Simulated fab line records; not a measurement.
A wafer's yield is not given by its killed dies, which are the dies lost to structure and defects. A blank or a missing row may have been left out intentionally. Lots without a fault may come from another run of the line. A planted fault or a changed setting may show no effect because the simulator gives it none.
fab line records | flow gf180mcu
[record] lots = 7 wafers = 20 last_day = 34
route steps=602 shown V4@487 MIM@503
lots with no fault: from the same line, run without faults
start_h: hours from the record's opening day to when the first of the lot's shown wafers began | wait_h: hours since the lot's step before | " identical to the entry in the row above | L1.1+2: several wafers, shown together as one row | - value missing, or start not given | * or withheld: withheld | < > ~ a bound
route shown NAME@n: a module of which the file shows steps, and the number in the route of the first | usual: the fault-free wafers' mean and standard deviation | same: alike in all rows | chamber/n: place in a boat | sites: per-site readings | _std_site: the values' standard deviation | _edge_site: mean of outer sites minus mean of inner sites | radius_mm: for every site, how far away it sits from the centre of the wafer | mask NAME#n: copy n | behind: the last tool/chamber to shape the wafer | hold: why the lot went on hold/how many hours it stayed there/how the hold came to an end | device: whichever transistor did not switch (one of n, p or np) | end of line: at the end of the route, the tests of the same wafers | for a step that has no rows: nothing shown but its recipe | killed: not the wafer's yield, but the dies lost to structure and defects at the first sort | map: per-die view of a wafer (x killed, . not killed, _ where there is no die)
set.NAME: the setting that was run; set.NAME@STEP: the one run at that earlier step | model.NAME: the simulator's own value behind a step, which no gauge read
lots seen at some steps along the route; tables by step, rows by wafer
services: a tool's chamber out of use, with start hour (start_h, from the record's first day; less than 0 if before it), hours out, and reason
[[steps]]
[step GF_V4_EXPOSE_11]
[recipe] mask_id = Via4 target_cd_nm = 260 na = 0.68 source_shape = conventional sigma_outer = 0.6 dose_mj = 38
[step GF_V4_PEB_12]
[recipe] peb_temp_c = 135 peb_time_s = 90 resist = KrF
[step GF_V4_DEVELOP_13]
[recipe] develop_time_s = 60 resist = KrF dev_temp_c = 21
[step GF_V4_CD_MEAS_14]
[recipe] target_cd_nm = 260
[usual] cd_nm = 259.8/1
// columns lot.wafer tool chamber start_h wait_h cd_nm
L587.2 cd_sem-02 - 582.91 0.1 261.6
L587.3 " - " " 259.8
L587.4 " - " " 259.3
L590.2 cd_sem-01 - 610.96 0.1 259.8
L590.3 " - " " 260.3
L590.4 " - " " 258.8
L596.1 cd_sem-01 - 661.44 0.1 260.3
L596.2 " - " " 260.5
L596.6 " - " " 259.4
L597.1 cd_sem-02 - 665.66 0.2 258.7
L597.2 " - " " 259.9
L597.6 " - " " 260.2
L602.3 cd_sem-01 - 702.33 0.1 259.5
L602.4 " - " " 260.8
L602.5 " - " " 259.7
L606.2 cd_sem-01 - 724.39 0.1 258.2
L606.3 " - " " 259.3
L606.6 " - " " 257.7
L607.3 cd_sem-02 - 733.93 0.1 258.6
L607.5 " - " " 259.1
[step GF_V4_OVL_MEAS_15]
[usual] V4_OVL = -1/6.2
// columns lot.wafer tool chamber start_h wait_h V4_OVL[nm]
L587.2 overlay-01 - 583.02 0.1 6
L587.3 " - " " 5
L587.4 " - " " 2
L590.2 overlay-01 - 611.07 0.1 11
L590.3 " - " " 3
L590.4 " - " " -1
L596.1 overlay-02 - 661.56 0.1 -9
L596.2 " - " " -5
L596.6 " - " " -8
L597.1 overlay-02 - 665.78 0.1 -5
L597.2 " - " " 1
L597.6 " - " " 3
L602.3 overlay-01 - 702.42 0.1 10
L602.4 " - " " 8
L602.5 " - " " 6
L606.2 overlay-02 - 724.49 0.1 -10
L606.3 " - " " -9
L606.6 " - " " -4
L607.3 overlay-02 - 734.02 0.1 -3
L607.5 " - " " -9
[step GF_V4_ETCH_16]
[recipe] chemistry = N2/H2 target_depth_a = withheld overetch_a = withheld time_s = withheld target = BARC ion_energy_ev = 200 source_w = 500 bias_w = 100 pressure_mtorr = 30 n2_flow_sccm = 100 h2_flow_sccm = 200
[usual] drypump_motor_current_A = 5.6/0.42 oes_product_au = 0.853/0.0051 throttle_valve_pct = 13.225/0.0089
// columns lot.wafer tool chamber start_h wait_h drypump_motor_current_A oes_product_au throttle_valve_pct
L587.2 rie_diel-02 3 583.05 0.0 6.5 0.854 13.235
L587.3 " 0 " " 6.3 0.850 13.218
L587.4 " 2 " " 4.9 0.851 13.208
L590.2 rie_diel-01 0 611.10 0.0 5.8 0.854 13.216
L590.3 " 1 " " 5.5 0.862 13.227
L590.4 " 1 " " 5.5 0.859 13.228
L596.1 rie_diel-01 0 661.60 0.0 5.8 0.851 13.231
L596.2 " 1 " " 5.5 0.853 13.227
L596.6 " 1 " " 5.5 0.854 13.230
L597.1 rie_diel-01 1 665.82 0.0 5.5 0.858 13.213
L597.2 " 2 " " 5.8 0.847 13.235
L597.6 " 2 " " 5.8 0.858 13.216
L602.3 rie_diel-01 1 702.45 0.0 5.5 0.858 13.236
L602.4 " 3 " " 5.5 0.853 13.220
L602.5 " 1 " " 5.5 0.854 13.224
L606.2 rie_diel-02 0 724.52 0.0 6.4 0.855 13.223
L606.3 " 1 " " 5.2 0.855 13.218
L606.6 " 3 " " 6.5 0.862 13.242
L607.3 rie_diel-02 3 734.04 0.0 6.5 0.853 13.234
L607.5 " 3 " " 6.5 0.857 13.221
[step GF_V4_ETCH_17]
[recipe] chemistry = C4F8/O2/Ar mask_material = KrF target = SiO2 stop_on = TiN source_w = 1500 bias_w = 1200 pressure_mtorr = 40 c4f8_flow_sccm = withheld O2_flow_sccm = 6 Ar_flow_sccm = 300 time_s = withheld target_depth_a = 6300
[usual] oes_product_au = 0.855/0.0042
// columns lot.wafer tool chamber start_h wait_h oes_product_au
L587.2 rie_diel-02 3 - - 0.862
L587.3 " 0 " " 0.860
L587.4 " 2 " " 0.854
L590.2 rie_diel-01 0 - - 0.853
L590.3 " 1 " " 0.849
L590.4 " 1 " " 0.858
L596.1 rie_diel-01 0 - - 0.854
L596.2 " 1 " " 0.852
L596.6 " 1 " " 0.849
L597.1 rie_diel-01 1 - - 0.850
L597.2 " 2 " " 0.853
L597.6 " 2 " " 0.850
L602.3 rie_diel-01 1 - - 0.858
L602.4 " 3 " " 0.856
L602.5 " 1 " " 0.851
L606.2 rie_diel-02 0 - - 0.858
L606.3 " 1 " " 0.864
L606.6 " 3 " " 0.853
L607.3 rie_diel-02 3 - - 0.855
L607.5 " 3 " " 0.856
[step GF_V4_STRIP_18]
[recipe] chemistry = O2/N2 power_w = 1400 pressure_mtorr = 1500 platen_temp_c = 250 o2_flow_sccm = 3000 n2_flow_sccm = 300 overash_fraction = 0.5
[usual] drypump_motor_current_A = 5.5/0.45 heater_power_w = 325/36 oes_product_au = 0.593/0.0046
// columns lot.wafer tool chamber start_h wait_h drypump_motor_current_A heater_power_w oes_product_au rf_hours_counter_h
L587.2 plasma_asher-02 0 583.18 - 5.3 320 0.581 47
L587.3 " 1 " " 5.0 332 0.594 -
L587.4 " 0 " " 5.4 316 0.604 -
L590.2 plasma_asher-02 1 611.23 - 5.0 327 0.592 50
L590.3 " 1 " " 5.0 330 0.592 -
L590.4 " 0 " " 5.3 316 0.589 -
L596.1 plasma_asher-01 0 661.72 - 6.3 333 0.597 100
L596.2 " 1 " " 5.6 407 0.599 100
L596.6 " 1 " " 5.6 406 0.590 -
L597.1 plasma_asher-02 1 665.95 - 5.0 332 0.597 57
L597.2 " 0 " " 5.3 315 0.594 57
L597.6 " 0 " " 5.3 316 0.591 -
L602.3 plasma_asher-04 1 702.61 - 5.1 323 0.592 -
L602.4 " 0 " " 5.9 283 0.593 -
L602.5 " 0 " " 5.9 285 0.594 -
L606.2 plasma_asher-01 0 724.65 - 6.3 333 0.592 107
L606.3 " 0 " " 6.3 336 0.592 -
L606.6 " 0 " " 6.4 342 0.599 -
L607.3 plasma_asher-02 1 734.21 - 5.0 333 0.590 -
L607.5 " 0 " " 5.3 309 0.587 -
[step GF_V4_STRIP_19]
[recipe] chemistry = post_etch_residue_remover time_s = 1200 temp_c = 72.5
[step GF_V4_CLEAN_20]
[recipe] chemistry = DIW dry = n2_spin
[step GF_V4_SPUTTER_21]
[recipe] material = Ti target_thk_nm = 15 chamber_pressure_pa = 5 power_w = 2500 substrate_temp_c = 200 time_s = 80.02
[usual] throttle_valve_pct = 30.2/1.3
// columns lot.wafer tool chamber start_h wait_h throttle_valve_pct
L587.2 pvd_sputter-02 - 584.11 0.0 28.8
L587.3 " - " " 29.3
L587.4 " - " " 28.8
L590.2 pvd_sputter-04 - 611.76 0.0 28.3
L590.3 " - " " 30.0
L590.4 " - " " 30.5
L596.1 pvd_sputter-01 - 662.29 0.0 32.6
L596.2 " - " " 31.7
L596.6 " - " " 30.9
L597.1 pvd_sputter-04 - 666.51 0.0 30.3
L597.2 " - " " 29.8
L597.6 " - " " 30.6
L602.3 pvd_sputter-02 - 703.11 0.0 29.3
L602.4 " - " " 28.6
L602.5 " - " " 30.5
L606.2 pvd_sputter-04 - 725.25 0.0 30.0
L606.3 " - " " 29.1
L606.6 " - " " 28.4
L607.3 pvd_sputter-02 - 734.74 0.0 29.1
L607.5 " - " " 29.2
[step GF_V4_SPUTTER_22]
[recipe] material = TiN target_thk_nm = 10 chamber_pressure_pa = 5 power_w = 4000 time_s = 40
[step GF_V4_CVD_23]
[recipe] material = W target_thk_nm = 350 time_s = 104.9 temp_c = 400 pressure_torr = 40
[usual] chamber_pressure_Torr = 40.00/0.079 heater_power_w = 857/65
// columns lot.wafer tool chamber start_h wait_h chamber_pressure_Torr heater_power_w model.W_of_V4_CVD_23.thk_nm
L587.2 cvd_w-02 1 584.21 0.0 39.95 907 344.3
L587.3 " 0 " " 39.83 820 354.3
L587.4 " 1 " " 39.95 899 345.7
L590.2 cvd_w-02 1 611.86 0.0 40.00 910 349.5
L590.3 " 1 " " 39.98 899 344.6
L590.4 " 0 " " 39.93 825 355.2
L596.1 cvd_w-01 1 662.39 0.0 40.02 962 353.4
L596.2 " 0 " " 40.00 777 357.1
L596.6 " 0 " " 40.18 759 349.1
L597.1 cvd_w-01 0 666.61 0.0 39.98 772 355.1
L597.2 " 1 " " 40.07 913 355.6
L597.6 " 0 " " 40.06 770 355.3
L602.3 cvd_w-01 1 703.24 0.1 39.97 959 357.4
L602.4 " 0 " " 40.15 780 351.9
L602.5 " 0 " " 40.14 757 597.3
L606.2 cvd_w-01 1 725.35 0.0 40.02 955 355.8
L606.3 " 1 " " 39.98 949 351.9
L606.6 " 0 " " 40.02 764 593.6
L607.3 cvd_w-01 0 734.88 0.1 39.99 776 347.3
L607.5 " 0 " " 40.13 753 591.9
[step GF_V4_RS_MEAS_24]
[recipe] thk_meas_gauge = four-point-probe reads = W_of_V4_CVD_23+TiN_of_V4_SPUTTER_22+Ti_of_V4_SPUTTER_21
[usual] V4_W_RS = 0.325/0.0038
// columns lot.wafer tool chamber start_h wait_h V4_W_RS[ohm/sq]
L587.2 film_metro-01 - 584.34 0.1 0.333
L587.3 " - " " 0.323
L587.4 " - " " 0.331
L590.2 film_metro-01 - 611.99 0.1 0.328
L590.3 " - " " 0.332
L590.4 " - " " 0.323
L596.1 film_metro-03 - 662.50 0.1 0.323
L596.2 " - " " 0.320
L596.6 " - " " 0.328
L597.1 film_metro-03 - 666.72 0.1 0.322
L597.2 " - " " 0.322
L597.6 " - " " 0.322
L602.3 film_metro-03 - 703.36 0.1 0.320
L602.4 " - " " 0.324
L602.5 " - " " 0.191
L606.2 film_metro-03 - 725.48 0.1 0.321
L606.3 " - " " 0.325
L606.6 " - " " 0.191
L607.3 film_metro-04 - 734.99 0.1 0.330
L607.5 " - " " 0.193
[step GF_V4_THK_MEAS_25]
[recipe] thk_meas_gauge = xrf reads = W_of_V4_CVD_23
[usual] V4_W_THK = 358/6.4
// columns lot.wafer tool chamber start_h wait_h V4_W_THK[nm]
L587.2 film_metro-01 - 584.45 0.1 351
L587.3 " - " " 367
L587.4 " - " " 358
L590.2 film_metro-01 - 612.10 0.1 358
L590.3 " - " " 353
L590.4 " - " " 364
L596.1 film_metro-03 - 662.62 0.1 361
L596.2 " - " " 367
L596.6 " - " " 359
L597.1 film_metro-03 - 666.84 0.1 364
L597.2 " - " " 367
L597.6 " - " " 365
L602.3 film_metro-03 - 703.46 0.1 370
L602.4 " - " " 362
L602.5 " - " " -
L606.2 film_metro-03 - 725.59 0.1 367
L606.3 " - " " 365
L606.6 " - " " -
L607.3 film_metro-04 - 735.09 0.1 347
L607.5 " - " " -
[step GF_V4_CMP_26]
[recipe] stop_on = SiO2 down_force_psi = 3.5 platen_rpm = 60 t_overpolish_s = 15 target_thk_nm = 0 pad_velocity_m_s = 0.94248
[usual] motor_current_A = 11.2/1.7 slurry_filter_dp_kPa = 13.50/0.13 time_to_endpoint_s = 85.2/3
// columns lot.wafer tool chamber start_h wait_h motor_current_A slurry_filter_dp_kPa time_to_endpoint_s
L587.2 cmp-01 3 584.50 0.0 10.6 13.57 81.5
L587.3 " 0 " " 11.0 13.61 83.0
L587.4 " 2 " " 11.1 13.42 81.7
L590.3 cmp-02 0 612.15 0.0 8.6 13.64 86.2
L590.4 " 1 " " 12.6 13.43 86.8
L590.2 " 2 " " 11.7 13.39 85.7
L596.2 cmp-02 0 662.68 0.0 8.3 13.60 86.6
L596.1 " 2 " " 12.0 13.48 84.9
L596.6 " 1 " " 12.1 13.71 87.5
L597.2 cmp-02 1 666.90 0.0 12.3 13.41 87.7
L597.1 " 2 " " 12.1 13.54 82.7
L597.6 " 1 " " 12.7 13.56 86.5
L602.3 cmp-02 1 703.81 0.3 12.7 13.53 91.9
L602.4 " 2 " " 12.3 13.48 94.2
L602.5 " 0 " " 8.8 13.53 148.2
L606.3 cmp-01 3 725.64 0.0 11.9 13.64 84.4
L606.2 " 1 " " 14.7 13.42 83.3
L606.6 " 0 " " 11.3 13.49 147.0
L607.3 cmp-02 2 735.18 0.1 12.8 13.47 87.6
L607.5 " 1 " " 12.3 13.47 146.0
[step GF_MIM_SPUTTER_00]
[recipe] material = Ti target_thk_nm = 37.5 arriving_ion_energy_ev = 80 substrate_temp_c = 200 chamber_pressure_pa = 2 power_w = 4000 time_s = 150
[usual] throttle_valve_pct = 29.7/1.1
// columns lot.wafer tool chamber start_h wait_h throttle_valve_pct
L587.2 pvd_sputter-03 - 584.80 0.2 32.4
L587.3 " - " " 30.5
L587.4 " - " " 29.5
L590.2 pvd_sputter-02 - 612.45 0.1 28.9
L590.3 " - " " 28.6
L590.4 " - " " 30.4
L596.1 pvd_sputter-04 - 662.98 0.1 28.4
L596.2 " - " " 30.7
L596.6 " - " " 29.6
L597.1 pvd_sputter-03 - 667.20 0.2 28.1
L597.2 " - " " 29.5
L597.6 " - " " 28.2
L602.3 pvd_sputter-03 - 704.01 0.1 30.8
L602.4 " - " " 29.3
L602.5 " - " " 32.2
L606.2 pvd_sputter-02 - 725.94 0.1 28.8
L606.3 " - " " 28.8
L606.6 " - " " 30.5
L607.3 pvd_sputter-03 - 735.43 0.2 32.2
L607.5 " - " " 29.5
[[services]]
// columns tool chamber start_h hours kind
rie_diel-01 - 560.15 28.1 pm
pvd_sputter-01 - 571.27 7.4 repair
cmp-02 - 572.21 4.0 pm
cmp-01 - 576.21 5.5 pm
cmp-02 - 576.21 - consumable_replace:conditioner
cvd_w-01 - 577.28 14.6 pm
pvd_sputter-04 - 583.84 14.3 repair
pvd_sputter-03 - 629.16 1.8 repair
cmp-01 - 631.04 16.9 pm
cvd_w-02 1 631.22 4.6 repair
pvd_sputter-03 - 634.48 7.4 repair
rie_diel-02 - 641.27 2.8 pm
plasma_asher-01 - 661.83 0.9 repair
cvd_w-02 - 664.74 2.8 repair
rie_diel-02 0 666.52 - clean
rie_diel-02 0 666.52 16.2 scheduled_down
rie_diel-02 0 666.52 16.2 vent_cycle
cmp-01 - 672.21 35.2 repair
pvd_sputter-02 - 687.37 6.2 repair
pvd_sputter-04 - 699.92 0.7 repair
cmp-01 - 700.53 0.9 repair
cmp-01 - 716.87 1.1 repair
plasma_asher-02 - 718.16 14.6 pm
plasma_asher-01 - 733.75 9.0 pm
[[key]]
[first_sign] step = GF_V4_RS_MEAS_24 reading = V4_W_RS direction = down sigmas = 35 usual = 0.325 struck = 0.192
[effect] step = GF_V4_THK_MEAS_25 reading = V4_W_THK direction = missing
[effect] step = GF_V4_CMP_26 reading = time_to_endpoint_s direction = up sigmas = 21 usual = * struck = *
[model_effect] step = GF_V4_CVD_23 value = W_of_V4_CVD_23.thk_nm without = 350.7 struck = 594.3
met_at GF_V4_CVD_23
struck_wafers L602.5,L606.6,L607.5
onset_between 666.61 703.24
[fault] kind = process_parameter_drift tool = cvd_w-01 chamber = - onset_h = 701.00 steps = GF_V4_CVD_23 channel = target_thk_nm offset = 244.85 shape = step end_h = 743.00 scope = struck_wafers_only acts_in = these_recipes_only stated = 350
